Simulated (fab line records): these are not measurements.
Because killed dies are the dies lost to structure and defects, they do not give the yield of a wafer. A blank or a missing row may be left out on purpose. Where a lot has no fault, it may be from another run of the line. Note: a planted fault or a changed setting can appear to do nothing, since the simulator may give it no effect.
The tool behind it: which one?	flow sky130	Sampling: 13 lots, 39 wafers, 6 of 708 route steps

## WHAT THE GAUGES READ, wafer by wafer
SKY_SD_P_CD_MEAS_07: target cd 380 nm.
lot	measured	on	cd_nm (nm)
L292	day 26 02:27	cd_sem-02	383.5 381.6 380.8
L293	day 26 06:52	cd_sem-01	376.4 377.8 378.7
L295	day 26 16:41	cd_sem-02	381.3 380.7 382.4
L296	day 27 05:23	cd_sem-02	382.3 380.9 385.9
L297	day 27 08:41	cd_sem-02	381.3 380.7 383.0
L300	day 28 10:28	cd_sem-02	379.8 380.6 379.9
L302	day 29 12:14	cd_sem-02	381.6 383.1 382.4
L303	day 29 17:50	cd_sem-02	379.4 380.1 378.8
L305	day 30 09:17	cd_sem-02	374.7 380.2 376.6
L307	day 30 20:24	cd_sem-01	379.1 378.1 376.3
L308	day 31 02:46	cd_sem-02	380.3 379.5 379.6
L312	day 32 07:39	cd_sem-01	377.7 380.1 379.9
L315	day 33 14:46	cd_sem-01	375.0 375.9 374.9

SKY_SD_N_RS_MEAS_16: uses a four-point probe to measure.
lot	measured	on	SD_N_RS (ohm/sq)
L292	day 28 14:10	film_metro-03	68.64 68.66 68.51
L293	day 28 18:44	film_metro-03	68.53 68.66 68.53
L295	day 29 03:23	film_metro-03	68.79 68.71 68.66
L296	day 29 15:22	film_metro-01	68.90 68.87 68.84
L297	day 29 20:02	film_metro-04	68.46 68.49 68.40
L300	day 30 20:40	film_metro-04	68.64 68.54 68.61
L302	day 31 20:55	film_metro-04	68.47 68.39 68.40
L303	day 32 02:31	film_metro-01	68.56 68.64 68.76
L305	day 32 17:29	film_metro-01	68.64 68.60 68.67
L307	day 33 03:22	film_metro-04	68.56 68.53 68.54
L308	day 33 11:22	film_metro-01	68.67 68.53 68.58
L312	day 34 16:04	film_metro-04	68.33 68.26 68.42
L315	day 35 20:58	film_metro-04	68.66 68.49 68.51

SKY_LOCAL_INTERCONNECT_RS_MEAS_01: uses a four-point probe to measure.
lot	measured	on	LOCAL_INTERCONNECT_TIN_RS (ohm/sq)
L292	day 29 21:13	film_metro-01	14.08 13.99 14.30
L293	day 30 00:39	film_metro-01	14.04 14.24 13.84
L295	day 30 10:14	film_metro-01	14.22 14.09 14.43
L296	day 30 21:29	film_metro-02	13.88 14.09 14.16
L297	day 31 01:14	film_metro-02	14.32 14.13 14.20
L300	day 32 04:23	film_metro-01	13.77 13.89 13.78
L302	day 33 03:01	film_metro-02	14.17 14.21 14.00
L303	day 33 10:28	film_metro-02	13.99 13.98 13.99
L305	day 33 23:05	film_metro-01	14.57 14.48 14.42
L307	day 34 09:07	film_metro-03	14.17 10.83 14.34
L308	day 34 16:20	film_metro-02	14.19 13.90 13.92
L312	day 35 20:44	film_metro-02	14.29 14.19 14.13
L315	day 37 00:58	film_metro-02	14.20 14.61 14.10

SKY_LOCAL_INTERCONNECT_THK_MEAS_02: measures by xrf.
lot	measured	on	LOCAL_INTERCONNECT_TIN_THK (nm)
L292	day 29 21:20	film_metro-01	101.8 102.4 100.6
L293	day 30 00:46	film_metro-01	101.5 100.6 103.2
L295	day 30 10:22	film_metro-01	100.4 101.8 99.6
L296	day 30 21:36	film_metro-02	102.8 101.3 100.7
L297	day 31 01:21	film_metro-02	99.2 100.5 99.8
L300	day 32 04:29	film_metro-01	104.5 103.3 104.1
L302	day 33 03:08	film_metro-02	100.9 100.4 102.1
L303	day 33 10:34	film_metro-02	101.9 102.0 101.9
L305	day 33 23:12	film_metro-01	98.0 98.8 99.5
L307	day 34 09:14	film_metro-03	101.8 131.6 101.0
L308	day 34 16:28	film_metro-02	100.6 102.5 102.6
L312	day 35 20:49	film_metro-02	100.1 100.4 101.4
L315	day 37 01:05	film_metro-02	101.2 98.5 101.4

## WHICH TOOL RAN EACH LOT (tool, then ch and the chambers of the sampled wafers, then the start)
lot	SKY_POLY_CUT_STRIP_12	SKY_LOCAL_INTERCONNECT_SPUTTER_00
L292	plasma_asher-04 ch 0,1, day 24 21:13	pvd_sputter-02, day 29 21:09
L293	plasma_asher-02 ch 1, day 25 01:40	pvd_sputter-04, day 30 00:34
L295	plasma_asher-04 ch 0,1, day 25 11:32	pvd_sputter-04, day 30 10:10
L296	plasma_asher-04 ch 0,1, day 26 00:31	pvd_sputter-02, day 30 21:25
L297	plasma_asher-04 ch 0,1, day 26 03:13	pvd_sputter-01, day 31 01:10
L300	plasma_asher-04 ch 0,1, day 27 05:59	pvd_sputter-04, day 32 04:18
L302	plasma_asher-04 ch 0,1, day 28 08:22	pvd_sputter-04, day 33 02:58
L303	plasma_asher-04 ch 0,1, day 28 13:17	pvd_sputter-04, day 33 10:22
L305	plasma_asher-03 ch 0,1, day 29 05:46	pvd_sputter-01, day 33 23:01
L307	plasma_asher-02 ch 0,1, day 29 16:58	pvd_sputter-04, day 34 09:02
L308	plasma_asher-03 ch 0,1, day 29 23:19	pvd_sputter-02, day 34 16:17
L312	plasma_asher-03 ch 0,1, day 31 03:37	pvd_sputter-01, day 35 20:37
L315	plasma_asher-04 ch 1, day 32 10:40	pvd_sputter-01, day 37 00:53
- SKY_POLY_CUT_STRIP_12: strips in O2/N2.
- SKY_LOCAL_INTERCONNECT_SPUTTER_00: material TiN, target thk 100 nm, time 83.3 s.

## AS READ BY THE TOOLS THEMSELVES (means over the sampled wafers that have a number; for cases with no such wafer, the mark the record gives instead)
SKY_POLY_CUT_STRIP_12.
lot	tool	drypump_motor_current_A (A)	oes_product_au (a.u.)	strip_time_to_endpoint_s (s)
L292	plasma_asher-04	6.1	0.453	5.395
L293	plasma_asher-02	6.1	0.451	5.331
L295	plasma_asher-04	6.3	0.453	5.332
L296	plasma_asher-04	6.3	0.448	5.352
L297	plasma_asher-04	6.3	0.454	5.367
L300	plasma_asher-04	6.1	0.451	5.341
L302	plasma_asher-04	6.1	0.454	5.377
L303	plasma_asher-04	6.3	0.453	5.354
L305	plasma_asher-03	6.1	0.454	5.365
L307	plasma_asher-02	5.3	0.451	5.377
L308	plasma_asher-03	6.0	0.452	5.343
L312	plasma_asher-03	6.0	0.453	5.353
L315	plasma_asher-04	5.8	0.452	5.345

SKY_LOCAL_INTERCONNECT_SPUTTER_00.
lot	tool	cathode_dc_power_W (W)	throttle_valve_pct (%)
L292	pvd_sputter-02	6501.1	29.1
L293	pvd_sputter-04	6498.6	30.3
L295	pvd_sputter-04	6500.1	30.2
L296	pvd_sputter-02	6499.9	29.3
L297	pvd_sputter-01	6499.6	29.8
L300	pvd_sputter-04	6500.4	30.6
L302	pvd_sputter-04	6499.9	30.3
L303	pvd_sputter-04	6499.3	31.1
L305	pvd_sputter-01	6500.4	30.0
L307	pvd_sputter-04	7119.6	30.3
L308	pvd_sputter-02	6499.7	29.6
L312	pvd_sputter-01	6499.9	30.1
L315	pvd_sputter-01	6500.6	29.0

## THE ANSWER, worked out from the rows above alone
Rule: the lots themselves supply what counts as usual. Put in order of their means at a reading, lots are off if they are a third of the lots or fewer, leave a main group of 4 or more, and stand apart from it by a gap of 3 or more times the standard deviation of the main group's means; of several such gaps the widest counts. A main group whose means are all the same, to the digits that the tables above print for the reading, isn't used. Also off: a lot with no number at a reading for which 4 or more lots have one. The other lots that the step has rows for count as sound. After the gauges, taken in route order, come the tools' own readings; for these a lot's mean is taken, as printed above. The first step at which some lot is off is used, and at that step the reading that is off furthest; a lot without a number counts as furthest.
Off: L307, seen at SKY_LOCAL_INTERCONNECT_RS_MEAS_01 (LOCAL_INTERCONNECT_TIN_RS). Main group: mean 14.13 ohm/sq, sd 0.17.
If a tool, at a process step before that reading, ran all the lots that are off and no sound lot after the first of them, it fits. The gauges at SKY_LOCAL_INTERCONNECT_RS_MEAS_01 aren't tried: what is off there is off at SKY_POLY_CUT_STRIP_12 too, on other tools, and a gauge's error can't cause that. Undecided on this evidence; 2 tools fit (plasma_asher-02 at SKY_POLY_CUT_STRIP_12, pvd_sputter-04 at SKY_LOCAL_INTERCONNECT_SPUTTER_00).

## WHAT HAD BEEN PUT IN BY THE SIMULATOR
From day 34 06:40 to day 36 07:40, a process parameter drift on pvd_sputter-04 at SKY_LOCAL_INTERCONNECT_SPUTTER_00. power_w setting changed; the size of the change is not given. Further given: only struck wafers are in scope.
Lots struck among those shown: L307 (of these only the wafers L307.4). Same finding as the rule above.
